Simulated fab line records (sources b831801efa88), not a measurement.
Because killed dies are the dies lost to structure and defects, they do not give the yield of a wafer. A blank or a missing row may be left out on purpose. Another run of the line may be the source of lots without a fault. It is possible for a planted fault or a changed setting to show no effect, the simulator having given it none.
Matching of chambers + flow sfqLine + SFQ_TRILAYER_L0_VIA_BARC_OPEN_VIA_ETCH_021 on rieDiel-04: 4 sister chambers
The step etches BARC in O2, target depth 125 nm, time 41.7 s. 4 wafers are shown with their chamber, then 7 later ones without.

WAFERS PAIRED WITH THEIR CHAMBERS
| wafer  | chamber | drypumpMotorCurrentA (A) |
|--------|---------|--------------------------|
| L197.5 | 2       | 5.75                     |
| L216.5 | 0       | 5.68                     |
| L217.1 | 1       | 5.37                     |
| L217.5 | 3       | 5.79                     |

WAFERS WITH NO CHAMBER GIVEN
| wafer  | drypumpMotorCurrentA (A) |
|--------|--------------------------|
| L217.6 | 5.80                     |
| L219.2 | 5.76                     |
| L219.3 | 5.71                     |
| L219.5 | 5.76                     |
| L220.1 | 5.81                     |
| L220.4 | 5.33                     |
| L220.5 | 5.69                     |

CHAMBER TAKEN BY EACH
| wafer  | from the rows above     | in truth |
|--------|-------------------------|----------|
| L217.6 | can't be placed: 3 or 2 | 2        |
| L219.2 | can't be placed: 2 or 3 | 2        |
| L219.3 | can't be placed: 0 or 2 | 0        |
| L219.5 | can't be placed: 2 or 3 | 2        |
| L220.1 | can't be placed: 3 or 2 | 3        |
| L220.4 | 1                       | 1        |
| L220.5 | 0                       | 0        |
2 of 7 placed correctly. These rows do not allow placing 5 (true chamber among the candidates in 5). Wrongly placed: 0.
How it was worked out, from the rows above alone: a wafer's distance from a chamber is the root of the sum, over the readings, of the square of ((its reading less the chamber's mean) divided by the reading's scatter). If the next closest chamber is less than 2 further off than the closest, the wafer can't be placed; otherwise it belongs to the closest. A chamber's mean is the mean of its shown wafers. The scatter: with one shown wafer a chamber, the root of the mean of the squares of how far each hidden wafer lies from its nearest shown one.
